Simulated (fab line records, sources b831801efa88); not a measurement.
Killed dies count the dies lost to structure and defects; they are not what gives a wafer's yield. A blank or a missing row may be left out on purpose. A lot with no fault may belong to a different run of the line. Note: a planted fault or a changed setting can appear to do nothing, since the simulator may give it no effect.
fab line records | flow gf180mcu
record: lots: 5 wafers: 15 lastDay: 33
route steps=602 shown V4@479 MIM@503
lots that met no fault: taken from a fault-free run of the same line
startH: the number of hours between the record's first day and the start of the first shown wafer of the lot | waitH: hours from the lot's prior step to this one | " same as the row above | L1.1+2: a single row standing in for several wafers | - no value present, or no start provided | * or withheld: withheld | < > ~ a bound
route shown NAME@n: NAME is a module with steps in the file, n the number in the route of the first one | usual: the fault-free wafers' mean and standard deviation | same: alike in all rows | chamber/n: place in a boat | sites: each site's reading | _std_site: their standard deviation | _edge_site: outer sites' mean less inner sites' | radiusMm: for every site, how far away it sits from the centre of the wafer | mask NAME#n: copy n | behind: the last tool/chamber to shape the wafer | hold: reason for holding the lot/hours on hold/outcome of the hold | device: which transistor (n, p or np) failed to switch | end of line: tests run on the same wafers once the route is complete | a step given without rows: its recipe and nothing more | killed: count of dies lost to structure and defects at first sort (not the wafer's yield) | map: a wafer's dies, marking killed ones x, the rest . and places with no die _
set.NAME: the setting as run; set.NAME@STEP: as run at that earlier step | model.NAME: the simulator's own value behind a step, which no gauge read
lots seen at some steps along the route; tables by step, rows by wafer
services: a tool's chamber out of use, with start hour (startH, from the record's first day; less than 0 if before it), hours out, and reason
== steps ==
step: GF_V4_THK_MEAS_03
recipe: reads: SiO2_of_V4_CVD_02
usual: V4_CVD_02_THK: 852/10
columns lot.wafer tool chamber startH waitH V4_CVD_02_THK[nm]
L079.1 filmMetro-03 - 587.35 0.0 841
L079.5 " - " " 855
L079.6 " - " " 865
L084.3 filmMetro-03 - 626.66 0.1 852
L084.5 " - " " 860
L084.6 " - " " 882
L087.2 filmMetro-03 - 647.09 0.0 860
L087.5 " - " " 873
L087.6 " - " " 869
L088.1 filmMetro-04 - 654.09 0.0 842
L088.4 " - " " 857
L088.6 " - " " 865
L091.1 filmMetro-03 - 673.58 0.1 843
L091.4 " - " " 850
L091.5 " - " " 847
step: GF_V4_CMP_04
recipe: material: SiO2 downForcePsi: 4 platenRpm: 60 padVelocityMS: 0.94248
usual: motorCurrentA: 12.1/0.92 slurryFlowMlMin: 150.0/0.44 timeToEndpointS: 81/5.2
columns lot.wafer tool chamber startH waitH motorCurrentA slurryFlowMlMin timeToEndpointS
L079.1 cmp-02 3 587.46 0.1 11.9 150.7 79
L079.6 " 2 " " 12.6 150.6 90
L079.5 " 3 " " 12.6 150.7 85
L084.3 cmp-01 1 626.80 0.1 9.9 148.9 81
L084.5 " 3 " " 13.0 150.6 87
L084.6 " 0 " " 12.1 149.5 96
L087.2 cmp-01 2 647.19 0.1 11.6 150.0 83
L087.6 " 1 " " 11.1 150.4 88
L087.5 " 2 " " 11.6 150.7 88
L088.4 cmp-02 3 654.20 0.1 11.9 149.9 79
L088.1 " 1 " " 10.9 149.6 78
L088.6 " 3 " " 12.1 150.7 84
L091.1 cmp-01 1 673.64 0.1 10.6 150.0 75
L091.4 " 3 " " 12.8 150.0 75
L091.5 " 2 " " 11.3 149.8 76
step: GF_V4_BOW_MEAS_05
recipe: mode: bow
usual: V4_BOW: 133/8.7
columns lot.wafer tool chamber startH waitH V4_BOW[um]
L079.1 filmMetro-03 - 587.71 0.2 125
L079.5 " - " " 137
L079.6 " - " " 149
L084.3 filmMetro-02 - 627.04 0.2 126
L084.5 " - " " 126
L084.6 " - " " 126
L087.2 filmMetro-04 - 647.46 0.2 139
L087.5 " - " " 143
L087.6 " - " " 144
L088.1 filmMetro-04 - 654.45 0.1 141
L088.4 " - " " 131
L088.6 " - " " 135
L091.1 filmMetro-02 - 673.94 0.2 130
L091.4 " - " " 128
L091.5 " - " " 131
step: GF_V4_DEHYDRATE_06
recipe: tempC: 200 timeS: 60
usual: resistLineTempC: 23.01/0.12
columns lot.wafer tool chamber startH waitH resistLineTempC
L079.1 lithoTrack-01 0 597.92 10.2 23.10
L079.5 " 0 " " 23.04
L079.6 " 0 " " 23.05
L084.3 lithoTrack-02 0 636.58 9.5 23.21
L084.5 " 0 " " 23.13
L084.6 " 0 " " 23.07
L087.2 lithoTrack-03 0 657.19 9.7 22.96
L087.5 " 0 " " 23.07
L087.6 " 0 " " 22.84
L088.1 lithoTrack-02 0 663.73 9.3 22.96
L088.4 " 0 " " 22.93
L088.6 " 0 " " 23.08
L091.1 lithoTrack-01 0 683.46 9.5 22.79
L091.4 " 0 " " 22.63
L091.5 " 0 " " 22.78
step: GF_V4_HMDS_07
recipe: primeTimeS: 60 primeTempC: 120
usual: resistLineTempC: 22.99/0.12
columns lot.wafer tool chamber startH waitH resistLineTempC
L079.1 lithoTrack-01 0 598.07 0.1 22.97
L079.5 " 0 " " 22.96
L079.6 " 0 " " 23.05
L084.3 lithoTrack-02 0 636.73 0.1 22.97
L084.5 " 0 " " 22.87
L084.6 " 0 " " 22.91
L087.2 lithoTrack-03 0 657.34 0.1 23.04
L087.5 " 0 " " 22.96
L087.6 " 0 " " 23.12
L088.1 lithoTrack-02 0 663.88 0.1 23.11
L088.4 " 0 " " 22.96
L088.6 " 0 " " 23.01
L091.1 lithoTrack-01 0 683.61 0.1 22.92
L091.4 " 0 " " 22.89
L091.5 " 0 " " 22.96
step: GF_V4_COAT_08
recipe: resist: BARC tempC: withheld timeS: withheld spinRpm: withheld resistThkNm: withheld
usual: resistLineTempC: *
columns lot.wafer tool chamber startH waitH resistLineTempC
L079.1 lithoTrack-01 0 598.22 0.1 *
L079.5 " 0 " " *
L079.6 " 0 " " *
L084.3 lithoTrack-02 0 636.88 0.1 *
L084.5 " 0 " " *
L084.6 " 0 " " *
L087.2 lithoTrack-03 0 657.49 0.1 *
L087.5 " 0 " " *
L087.6 " 0 " " *
L088.1 lithoTrack-02 0 664.03 0.1 *
L088.4 " 0 " " *
L088.6 " 0 " " *
L091.1 lithoTrack-01 0 683.76 0.1 *
L091.4 " 0 " " *
L091.5 " 0 " " *
step: GF_V4_COAT_09
recipe: resist: KrF spinRpm: withheld resistThkNm: 1000
usual: resistLineTempC: 23.02/0.11
columns lot.wafer tool chamber startH waitH resistLineTempC
L079.1 lithoTrack-01 0 - - 23.01
L079.5 " 0 " " 23.04
L079.6 " 0 " " 23.10
L084.3 lithoTrack-02 0 - - 22.93
L084.5 " 0 " " 22.83
L084.6 " 0 " " 22.95
L087.2 lithoTrack-03 0 - - 22.95
L087.5 " 0 " " 23.00
L087.6 " 0 " " 22.88
L088.1 lithoTrack-02 0 - - 23.15
L088.4 " 0 " " 23.17
L088.6 " 0 " " 23.16
L091.1 lithoTrack-01 0 - - 23.10
L091.4 " 0 " " 23.03
L091.5 " 0 " " 23.22
step: GF_V4_SOFTBAKE_10
recipe: tempC: 130 timeS: 60 resist: KrF
usual: resistLineTempC: 22.99/0.11
columns lot.wafer tool chamber startH waitH resistLineTempC
L079.1 lithoTrack-01 0 - - 23.11
L079.5 " 0 " " 23.18
L079.6 " 0 " " 23.10
L084.3 lithoTrack-02 0 - - 22.66
L084.5 " 0 " " 22.74
L084.6 " 0 " " 22.74
L087.2 lithoTrack-03 0 - - 22.90
L087.5 " 0 " " 22.95
L087.6 " 0 " " 22.93
L088.1 lithoTrack-02 0 - - 22.94
L088.4 " 0 " " 22.95
L088.6 " 0 " " 22.97
L091.1 lithoTrack-01 0 - - 22.94
L091.4 " 0 " " 22.89
L091.5 " 0 " " 23.04
step: GF_V4_EXPOSE_11
recipe: maskId: Via4 targetCdNm: 260 na: 0.68 sourceShape: conventional sigmaOuter: 0.6 doseMj: 37.49
usual: focusOffsetNm: 0.0/0.47
columns lot.wafer tool chamber startH waitH mask focusOffsetNm
L079.1 krfScanner-02 0 - - Via4#0 0.3
L079.5 " 0 " " Via4#0 0.4
L079.6 " 0 " " Via4#0 0.9
L084.3 krfScanner-02 0 - - Via4#0 0.5
L084.5 " 0 " " Via4#0 0.1
L084.6 " 0 " " Via4#0 0.2
L087.2 krfScanner-01 0 - - Via4#0 -0.2
L087.5 " 0 " " Via4#0 1.2
L087.6 " 0 " " Via4#0 -0.4
L088.1 krfScanner-01 0 - - Via4#0 -0.1
L088.4 " 0 " " Via4#0 0.3
L088.6 " 0 " " Via4#0 -0.5
L091.1 krfScanner-02 0 - - Via4#0 -1.1
L091.4 " 0 " " Via4#0 -0.3
L091.5 " 0 " " Via4#0 -0.7
step: GF_V4_PEB_12
recipe: pebTempC: 135 pebTimeS: 90 resist: KrF
usual: resistLineTempC: 22.99/0.11
columns lot.wafer tool chamber startH waitH resistLineTempC
L079.1 lithoTrack-01 0 - - 23.06
L079.5 " 0 " " 23.03
L079.6 " 0 " " 22.80
L084.3 lithoTrack-02 0 - - 23.10
L084.5 " 0 " " 22.99
L084.6 " 0 " " 22.96
L087.2 lithoTrack-02 0 - - 23.07
L087.5 " 0 " " 22.89
L087.6 " 0 " " 22.99
L088.1 lithoTrack-01 0 - - 22.97
L088.4 " 0 " " 22.90
L088.6 " 0 " " 22.95
L091.1 lithoTrack-03 0 - - 23.05
L091.4 " 0 " " 23.16
L091.5 " 0 " " 22.91
step: GF_V4_DEVELOP_13
recipe: developTimeS: 60 resist: KrF devTempC: 21
usual: resistLineTempC: 23.00/0.11
columns lot.wafer tool chamber startH waitH resistLineTempC
L079.1 lithoTrack-01 0 608.51 0.2 22.97
L079.5 " 0 " " 23.08
L079.6 " 0 " " 23.18
L084.3 lithoTrack-02 0 646.93 0.1 23.02
L084.5 " 0 " " 23.02
L084.6 " 0 " " 23.09
L087.2 lithoTrack-02 0 667.21 0.2 23.14
L087.5 " 0 " " 23.15
L087.6 " 0 " " 23.04
L088.1 lithoTrack-01 0 673.86 0.2 22.88
L088.4 " 0 " " 23.01
L088.6 " 0 " " 22.78
L091.1 lithoTrack-03 0 693.42 0.2 23.06
L091.4 " 0 " " 22.88
L091.5 " 0 " " 22.87
step: GF_V4_CD_MEAS_14
recipe: targetCdNm: 260
usual: cdNm: 259.4/1.3
columns lot.wafer tool chamber startH waitH cdNm
L079.1 cdSem-01 - 608.66 0.1 259.0
L079.5 " - " " 260.3
L079.6 " - " " 259.9
L084.3 cdSem-01 - 647.07 0.1 257.4
L084.5 " - " " 260.0
L084.6 " - " " 258.8
L087.2 cdSem-01 - 667.35 0.1 260.7
L087.5 " - " " 261.3
L087.6 " - " " 259.5
L088.1 cdSem-01 - 674.01 0.1 257.4
L088.4 " - " " 258.5
L088.6 " - " " 259.2
L091.1 cdSem-01 - 693.57 0.1 258.4
L091.4 " - " " 258.8
L091.5 " - " " 257.9
step: GF_V4_OVL_MEAS_15
usual: V4_OVL: 3/5.4
columns lot.wafer tool chamber startH waitH V4_OVL[nm]
L079.1 overlay-02 - 608.78 0.1 0
L079.5 " - " " -1
L079.6 " - " " -2
L084.3 overlay-01 - 647.16 0.1 2
L084.5 " - " " -2
L084.6 " - " " -4
L087.2 overlay-01 - 667.46 0.1 10
L087.5 " - " " 3
L087.6 " - " " 5
L088.1 overlay-02 - 674.13 0.1 -1
L088.4 " - " " -3
L088.6 " - " " 2
L091.1 overlay-01 - 693.69 0.1 6
L091.4 " - " " 10
L091.5 " - " " 10
step: GF_V4_ETCH_16
recipe: chemistry: N2/H2 targetDepthA: withheld overetchA: withheld timeS: withheld target: BARC ionEnergyEv: 200 sourceW: 500 biasW: 100 pressureMtorr: 30 n2FlowSccm: 100 h2FlowSccm: 200
usual: drypumpMotorCurrentA: 5.8/0.45 oesProductAu: 0.855/0.0049 throttleValvePct: 13.223/0.009
columns lot.wafer tool chamber startH waitH drypumpMotorCurrentA oesProductAu throttleValvePct
L079.1 rieDiel-03 3 608.82 0.0 6.6 0.859 13.241
L079.5 " 1 " " 6.2 0.861 13.223
L079.6 " 0 " " 5.9 0.862 13.228
L084.3 rieDiel-02 2 647.19 0.0 5.7 0.845 13.256
L084.5 " 0 " " 6.1 0.852 13.204
L084.6 " 1 " " 6.3 0.853 13.221
L087.2 rieDiel-03 2 667.49 0.0 5.5 0.849 13.240
L087.5 " 2 " " 5.5 0.854 13.221
L087.6 " 3 " " 6.6 0.850 13.223
L088.1 rieDiel-01 3 674.17 0.0 5.4 0.858 13.208
L088.4 " 3 " " 5.4 0.860 13.223
L088.6 " 2 " " 5.1 0.849 13.230
L091.1 rieDiel-02 2 693.72 0.0 5.7 0.851 13.216
L091.4 " 1 " " 6.3 0.847 13.227
L091.5 " 2 " " 5.7 0.859 13.219
step: GF_V4_ETCH_17
recipe: chemistry: C4F8/O2/Ar maskMaterial: KrF target: SiO2 stopOn: TiN sourceW: 1500 biasW: 1200 pressureMtorr: 40 c4f8FlowSccm: withheld O2_flow_sccm: 6 Ar_flow_sccm: 300 timeS: withheld targetDepthA: 6300
usual: oesProductAu: 0.856/0.0048
columns lot.wafer tool chamber startH waitH oesProductAu
L079.1 rieDiel-03 3 - - 0.851
L079.5 " 1 " " 0.856
L079.6 " 0 " " 0.865
L084.3 rieDiel-02 2 - - 0.854
L084.5 " 0 " " 0.860
L084.6 " 1 " " 0.861
L087.2 rieDiel-03 2 - - 0.865
L087.5 " 2 " " 0.858
L087.6 " 3 " " 0.847
L088.1 rieDiel-01 3 - - 0.849
L088.4 " 3 " " 0.856
L088.6 " 2 " " 0.855
L091.1 rieDiel-02 2 - - 0.847
L091.4 " 1 " " 0.861
L091.5 " 2 " " 0.852
step: GF_V4_STRIP_18
recipe: chemistry: O2/N2 powerW: 1400 pressureMtorr: 1500 platenTempC: 250 o2FlowSccm: 3000 n2FlowSccm: 300 overashFraction: 0.5
usual: drypumpMotorCurrentA: 5.5/0.41 heaterPowerW: 323/29 o2FlowSccm: 2999/9.1 oesProductAu: 0.594/0.0048 platenTempC: 249.96/0.19
columns lot.wafer tool chamber startH waitH drypumpMotorCurrentA heaterPowerW o2FlowSccm oesProductAu platenTempC rfHoursCounterH
L079.1 plasmaAsher-04 1 608.95 - 5.1 320 2984 0.590 250.10 84
L079.5 " 0 " " 5.8 278 3016 0.593 249.90 -
L079.6 " 1 " " 5.1 314 2974 0.597 249.99 -
L084.3 plasmaAsher-02 1 647.35 - 6.0 349 3002 0.593 249.56 -
L084.5 " 0 " " 4.9 359 2993 0.595 250.25 -
L084.6 " 1 " " 6.0 332 3012 0.595 250.02 -
L087.2 plasmaAsher-02 0 667.62 - 4.9 367 3003 0.588 250.06 106
L087.5 " 1 " " 6.0 352 2998 0.584 249.41 -
L087.6 " 0 " " 4.9 365 3008 0.582 249.72 -
L088.1 plasmaAsher-02 0 674.30 - 4.9 359 2987 0.593 249.93 107
L088.4 " 1 " " 6.0 346 2997 0.605 250.09 -
L088.6 " 1 " " 6.0 348 2996 0.599 249.86 -
L091.1 plasmaAsher-01 0 693.85 - 5.2 339 3010 0.593 249.95 57
L091.4 " 0 " " 5.3 330 2998 0.598 249.83 -
L091.5 " 1 " " 5.6 293 2988 0.591 250.16 -
step: GF_V4_STRIP_19
recipe: chemistry: postEtchResidueRemover timeS: 1200 tempC: 72.5
usual: bathHeatDutyPct: 14.1/2.4
columns lot.wafer tool chamber startH waitH bathHeatDutyPct
L079.1 wetBench-04 3 609.05 0.1 12.4
L079.5 " 3 " " 11.5
L079.6 " 3 " " 12.1
L084.3 wetBench-02 2 647.42 0.0 14.4
L084.5 " 2 " " 14.5
L084.6 " 2 " " 14.3
L087.2 wetBench-01 3 667.72 0.1 11.7
L087.5 " 3 " " 12.3
L087.6 " 3 " " 11.8
L088.1 wetBench-01 2 674.40 0.1 14.5
L088.4 " 2 " " 13.5
L088.6 " 2 " " 14.7
L091.1 wetBench-01 3 693.95 0.1 12.4
L091.4 " 3 " " 11.4
L091.5 " 3 " " 11.0
step: GF_V4_CLEAN_20
recipe: chemistry: DIW dry: n2Spin
columns lot.wafer tool chamber startH waitH
L079.1+5+6 wetBench-02 2 609.39 0.0
L084.3+5+6 wetBench-04 2 647.76 0.0
L087.2+5+6 wetBench-04 2 668.06 0.0
L088.1+4+6 wetBench-02 0 674.74 0.0
L091.1+4+5 wetBench-02 3 694.29 0.0
step: GF_V4_SPUTTER_21
recipe: material: Ti targetThkNm: 15 chamberPressurePa: 5 powerW: 2500 substrateTempC: 200 timeS: 80.02
usual: throttleValvePct: 29.7/1.3
columns lot.wafer tool chamber startH waitH throttleValvePct
L079.1 pvdSputter-04 - 609.57 0.0 28.0
L079.5 " - " " 29.4
L079.6 " - " " 28.2
L084.3 pvdSputter-04 - 647.86 0.0 29.4
L084.5 " - " " 28.2
L084.6 " - " " 29.2
L087.2 pvdSputter-01 - 668.16 0.0 30.4
L087.5 " - " " 30.2
L087.6 " - " " 27.8
L088.1 pvdSputter-04 - 674.83 0.0 29.3
L088.4 " - " " 29.6
L088.6 " - " " 29.0
L091.1 pvdSputter-01 - 694.39 0.0 29.9
L091.4 " - " " 30.3
L091.5 " - " " 27.9
step: GF_V4_SPUTTER_22
recipe: material: TiN targetThkNm: 10 chamberPressurePa: 5 powerW: 4000 timeS: 40
usual: throttleValvePct: 29.7/1.3
columns lot.wafer tool chamber startH waitH throttleValvePct
L079.1 pvdSputter-04 - 609.64 0.0 28.3
L079.5 " - " " 29.5
L079.6 " - " " 28.2
L084.3 pvdSputter-04 - 647.92 0.0 29.6
L084.5 " - " " 28.3
L084.6 " - " " 29.7
L087.2 pvdSputter-01 - 668.22 0.0 30.2
L087.5 " - " " 30.2
L087.6 " - " " 28.0
L088.1 pvdSputter-04 - 674.89 0.0 29.4
L088.4 " - " " 28.8
L088.6 " - " " 29.2
L091.1 pvdSputter-01 - 694.45 0.0 29.6
L091.4 " - " " 30.4
L091.5 " - " " 27.7
step: GF_V4_CVD_23
recipe: material: W targetThkNm: 350 timeS: 104.9 tempC: 400 pressureTorr: 40
usual: heaterPowerW: 879/120
columns lot.wafer tool chamber startH waitH heaterPowerW
L079.1 cvdW-01 0 609.67 0.0 692
L079.5 " 1 " " 878
L079.6 " 0 " " 676
L084.3 cvdW-01 1 648.00 0.1 867
L084.5 " 1 " " 889
L084.6 " 0 " " 688
L087.2 cvdW-02 0 668.26 0.0 1048
L087.5 " 1 " " 891
L087.6 " 0 " " 1033
L088.1 cvdW-01 1 674.93 0.0 882
L088.4 " 1 " " 888
L088.6 " 0 " " 663
L091.1 cvdW-02 0 694.49 0.0 1036
L091.4 " 1 " " 891
L091.5 " 0 " " 1028
step: GF_V4_RS_MEAS_24
recipe: thkMeasGauge: four-point-probe reads: W_of_V4_CVD_23+TiN_of_V4_SPUTTER_22+Ti_of_V4_SPUTTER_21
usual: V4_W_RS: 0.329/0.003
columns lot.wafer tool chamber startH waitH V4_W_RS[ohm/sq]
L079.1 filmMetro-03 - 609.79 0.1 0.329
L079.5 " - " " 0.329
L079.6 " - " " 0.330
L084.3 filmMetro-04 - 648.11 0.1 0.325
L084.5 " - " " 0.328
L084.6 " - " " 0.325
L087.2 filmMetro-03 - 668.39 0.1 0.332
L087.5 " - " " 0.332
L087.6 " - " " 0.329
L088.1 filmMetro-03 - 675.05 0.1 0.333
L088.4 " - " " 0.327
L088.6 " - " " 0.332
L091.1 filmMetro-04 - 694.60 0.1 0.331
L091.4 " - " " 0.328
L091.5 " - " " 0.333
step: GF_V4_THK_MEAS_25
recipe: thkMeasGauge: xrf reads: W_of_V4_CVD_23
usual: V4_W_THK: 356/3.8
columns lot.wafer tool chamber startH waitH V4_W_THK[nm]
L079.1 filmMetro-03 - 609.91 0.1 357
L079.5 " - " " 361
L079.6 " - " " 359
L084.3 filmMetro-04 - 648.21 0.1 361
L084.5 " - " " 359
L084.6 " - " " 362
L087.2 filmMetro-03 - 668.50 0.1 352
L087.5 " - " " 351
L087.6 " - " " 356
L088.1 filmMetro-03 - 675.17 0.1 352
L088.4 " - " " 360
L088.6 " - " " 354
L091.1 filmMetro-04 - 694.72 0.1 354
L091.4 " - " " 358
L091.5 " - " " 352
step: GF_V4_CMP_26
recipe: stopOn: SiO2 downForcePsi: 3.5 platenRpm: 60 tOverpolishS: 15 targetThkNm: 0 padVelocityMS: 0.94248
usual: motorCurrentA: 11.1/0.89 overpolishRunS: 15.000/0.0085 slurryFlowMlMin: 150.0/0.46 timeToEndpointS: 85.2/2.9
columns lot.wafer tool chamber startH waitH motorCurrentA overpolishRunS slurryFlowMlMin timeToEndpointS
L079.1 cmp-01 1 610.07 0.1 9.5 14.997 149.4 82.9
L079.5 " 3 " " 11.8 15.014 150.3 77.5
L079.6 " 0 " " 11.5 15.006 150.2 83.9
L084.3 cmp-01 3 648.30 0.1 11.2 15.010 150.4 81.5
L084.5 " 2 " " 11.2 14.997 150.8 89.2
L084.6 " 3 " " 11.5 15.003 150.7 83.6
L087.2 cmp-02 3 668.55 0.0 11.4 15.009 149.9 79.3
L087.6 " 3 " " 11.7 15.006 149.6 84.6
L087.5 " 0 " " 12.6 15.001 149.7 85.3
L088.1 cmp-02 1 675.23 0.1 10.0 14.998 150.7 84.6
L088.4 " 0 " " 12.6 14.987 150.2 87.5
L088.6 " 1 " " 10.1 15.002 150.5 84.3
L091.4 cmp-01 2 695.14 0.4 10.1 15.011 150.4 89.2
L091.1 " 3 " " 10.9 15.007 150.9 81.4
L091.5 " 2 " " 10.2 14.991 149.7 87.5
step: GF_MIM_SPUTTER_00
recipe: material: Ti targetThkNm: 37.5 arrivingIonEnergyEv: 80 substrateTempC: 200 chamberPressurePa: 2 powerW: 4000 timeS: 150
usual: throttleValvePct: 29.6/1
columns lot.wafer tool chamber startH waitH throttleValvePct
L079.1 pvdSputter-01 - 610.27 0.1 29.7
L079.5 " - " " 29.6
L079.6 " - " " 27.7
L084.3 pvdSputter-01 - 648.55 0.2 29.4
L084.5 " - " " 29.9
L084.6 " - " " 27.8
L087.2 pvdSputter-04 - 668.85 0.2 28.4
L087.5 " - " " 28.1
L087.6 " - " " 31.3
L088.1 pvdSputter-01 - 675.53 0.2 27.7
L088.4 " - " " 29.5
L088.6 " - " " 27.5
L091.1 pvdSputter-01 - 695.39 0.1 30.5
L091.4 " - " " 27.9
L091.5 " - " " 30.3
step: GF_MIM_SPUTTER_01
recipe: material: TiN targetThkNm: 30 powerW: 6500 timeS: 25 chamberPressurePa: 0.4
usual: throttleValvePct: 29.6/1
columns lot.wafer tool chamber startH waitH throttleValvePct
L079.1 pvdSputter-01 - 610.37 0.1 29.7
L079.5 " - " " 29.7
L079.6 " - " " 27.6
L084.3 pvdSputter-01 - 648.65 0.1 29.7
L084.5 " - " " 29.8
L084.6 " - " " 28.1
L087.2 pvdSputter-04 - 668.95 0.1 28.5
L087.5 " - " " 28.4
L087.6 " - " " 31.2
L088.1 pvdSputter-01 - 675.63 0.1 27.9
L088.4 " - " " 29.8
L088.6 " - " " 27.8
L091.1 pvdSputter-01 - 695.49 0.1 30.2
L091.4 " - " " 27.7
L091.5 " - " " 30.3
step: GF_MIM_SPUTTER_02
recipe: material: AlCu targetThkNm: 450 powerW: 10600 timeS: 23.9 chamberPressurePa: 0.4
usual: throttleValvePct: 29.6/0.99
columns lot.wafer tool chamber startH waitH throttleValvePct
L079.1 pvdSputter-01 - 610.40 0.0 29.6
L079.5 " - " " 29.8
L079.6 " - " " 27.9
L084.3 pvdSputter-01 - 648.68 0.0 29.5
L084.5 " - " " 29.7
L084.6 " - " " 27.9
L087.2 pvdSputter-04 - 668.98 0.0 28.4
L087.5 " - " " 28.3
L087.6 " - " " 31.4
L088.1 pvdSputter-01 - 675.66 0.0 28.4
L088.4 " - " " 29.7
L088.6 " - " " 27.8
L091.1 pvdSputter-01 - 695.52 0.0 30.2
L091.4 " - " " 27.7
L091.5 " - " " 30.2
step: GF_MIM_SPUTTER_03
recipe: material: Ti targetThkNm: 10 substrateTempC: 300 chamberPressurePa: 0.3 powerW: 3000 timeS: 6.7
usual: throttleValvePct: 29.6/1
columns lot.wafer tool chamber startH waitH throttleValvePct
L079.1 pvdSputter-01 - 610.43 0.0 29.9
L079.5 " - " " 29.9
L079.6 " - " " 28.0
L084.3 pvdSputter-01 - 648.71 0.0 29.9
L084.5 " - " " 29.7
L084.6 " - " " 28.1
L087.2 pvdSputter-04 - 669.01 0.0 28.4
L087.5 " - " " 28.2
L087.6 " - " " 31.1
L088.1 pvdSputter-01 - 675.69 0.0 27.8
L088.4 " - " " 30.0
L088.6 " - " " 27.7
L091.1 pvdSputter-01 - 695.55 0.0 30.1
L091.4 " - " " 27.6
L091.5 " - " " 30.0
step: GF_MIM_SPUTTER_04
recipe: material: TiN targetThkNm: 50 powerW: 6500 timeS: 41.7 chamberPressurePa: 0.4
usual: throttleValvePct: 29.6/1
columns lot.wafer tool chamber startH waitH throttleValvePct
L079.1 pvdSputter-01 - 610.45 0.0 29.7
L079.5 " - " " 29.6
L079.6 " - " " 27.8
L084.3 pvdSputter-01 - 648.73 0.0 29.6
L084.5 " - " " 29.7
L084.6 " - " " 28.0
L087.2 pvdSputter-04 - 669.03 0.0 28.3
L087.5 " - " " 28.2
L087.6 " - " " 31.3
L088.1 pvdSputter-01 - 675.71 0.0 28.1
L088.4 " - " " 30.0
L088.6 " - " " 27.8
L091.1 pvdSputter-01 - 695.57 0.0 30.3
L091.4 " - " " 27.8
L091.5 " - " " 29.8
step: GF_MIM_CVD_05
recipe: material: Si3N4 targetThkNm: 42 tempMaxC: 400 tempC: 385 timeS: 29.086 rfW: 458.9
usual: heaterPowerW: 642/100
columns lot.wafer tool chamber startH waitH heaterPowerW
L079.1 pecvd-01 1 610.49 0.0 500
L079.5 " 2 " " 560
L079.6 " 1 " " 505
L084.3 pecvd-02 0 648.77 0.0 674
L084.5 " 2 " " 686
L084.6 " 1 " " 541
L087.2 pecvd-01 0 669.07 0.0 690
L087.5 " 2 " " 647
L087.6 " 1 " " 495
L088.1 pecvd-03 1 675.75 0.0 798
L088.4 " 2 " " 462
L088.6 " 0 " " 693
L091.1 pecvd-02 1 695.61 0.0 573
L091.4 " 1 " " 556
L091.5 " 0 " " 624
step: GF_MIM_THK_MEAS_06
recipe: reads: Si3N4_of_MIM_CVD_05
usual: MIM_CVD_05_THK: 42.0/0.57
columns lot.wafer tool chamber startH waitH MIM_CVD_05_THK[nm]
L079.1 filmMetro-01 - 610.52 0.0 41.0
L079.5 " - " " 42.0
L079.6 " - " " 42.0
L084.3 filmMetro-01 - 648.83 0.0 41.7
L084.5 " - " " 42.9
L084.6 " - " " 42.7
L087.2 filmMetro-01 - 669.12 0.0 41.8
L087.5 " - " " 42.2
L087.6 " - " " 42.1
L088.1 filmMetro-04 - 675.78 0.0 42.4
L088.4 " - " " 42.7
L088.6 " - " " 42.5
L091.1 filmMetro-01 - 695.65 0.0 41.3
L091.4 " - " " 42.1
L091.5 " - " " 43.2
step: GF_MIM_SPUTTER_07
recipe: material: TiN targetThkNm: 60 powerW: 6500 timeS: 50 chamberPressurePa: 0.4
usual: throttleValvePct: 29.8/0.97
columns lot.wafer tool chamber startH waitH throttleValvePct
L079.1 pvdSputter-04 - 610.58 0.1 28.5
L079.5 " - " " 29.2
L079.6 " - " " 31.4
L084.3 pvdSputter-02 - 648.87 0.0 31.1
L084.5 " - " " 30.7
L084.6 " - " " 30.5
L087.2 pvdSputter-01 - 669.17 0.0 29.8
L087.5 " - " " 29.8
L087.6 " - " " 30.0
L088.1 pvdSputter-02 - 675.84 0.1 30.7
L088.4 " - " " 30.2
L088.6 " - " " 29.8
L091.1 pvdSputter-01 - 695.71 0.1 29.8
L091.4 " - " " 29.7
L091.5 " - " " 29.4
step: GF_MIM_SPUTTER_08
recipe: material: AlCu targetThkNm: 200 powerW: 10600 timeS: 10.6 chamberPressurePa: 0.4
usual: throttleValvePct: 29.9/0.96
columns lot.wafer tool chamber startH waitH throttleValvePct
L079.1 pvdSputter-04 - 610.63 0.0 28.2
L079.5 " - " " 29.0
L079.6 " - " " 31.3
L084.3 pvdSputter-02 - 648.91 0.0 31.1
L084.5 " - " " 30.9
L084.6 " - " " 30.2
L087.2 pvdSputter-01 - 669.21 0.0 29.8
L087.5 " - " " 29.6
L087.6 " - " " 29.9
L088.1 pvdSputter-02 - 675.88 0.0 30.6
L088.4 " - " " 30.4
L088.6 " - " " 29.6
L091.1 pvdSputter-01 - 695.75 0.0 29.8
L091.4 " - " " 29.6
L091.5 " - " " 29.5
step: GF_MIM_SPUTTER_09
recipe: material: TiN targetThkNm: 35 powerW: 6500 timeS: 29.2 chamberPressurePa: 0.4
usual: throttleValvePct: 29.9/0.97
columns lot.wafer tool chamber startH waitH throttleValvePct
L079.1 pvdSputter-04 - 610.65 0.0 28.2
L079.5 " - " " 29.3
L079.6 " - " " 31.2
L084.3 pvdSputter-02 - 648.93 0.0 31.2
L084.5 " - " " 30.5
L084.6 " - " " 30.6
L087.2 pvdSputter-01 - 669.23 0.0 29.7
L087.5 " - " " 29.8
L087.6 " - " " 29.7
L088.1 pvdSputter-02 - 675.91 0.0 30.6
L088.4 " - " " 30.1
L088.6 " - " " 29.7
L091.1 pvdSputter-01 - 695.77 0.0 29.9
L091.4 " - " " 29.8
L091.5 " - " " 29.9
== services ==
columns tool chamber startH hours kind
cmp-01 - 572.00 4.0 pm
pvdSputter-02 - 585.19 2.2 repair
pvdSputter-02 - 588.32 1.2 repair
pvdSputter-01 - 588.34 3.2 repair
rieDiel-03 2 589.05 20.6 repair
cmp-01 - 591.56 1.3 repair
rieDiel-02 2 601.44 8.2 repair
cvdW-01 0 602.49 3.1 repair
plasmaAsher-02 - 614.49 2.8 pm
cmp-01 - 618.59 0.9 repair
wetBench-01 - 618.99 32.5 repair
cmp-01 - 622.79 0.5 repair
krfScanner-02 - 624.58 0.8 pm
pvdSputter-04 - 625.69 2.3 repair
rieDiel-03 1 642.44 3.4 repair
rieDiel-03 - 648.87 0.5 repair
rieDiel-02 0 649.50 7.2 repair
rieDiel-02 3 651.55 3.9 repair
rieDiel-03 1 660.25 2.5 repair
rieDiel-03 0 662.68 9.8 repair
pvdSputter-01 - 684.96 3.2 repair
pvdSputter-01 - 687.12 0.6 repair
cmp-02 - 691.99 15.1 pm
pvdSputter-04 - 694.20 6.2 repair
== key ==
fault none
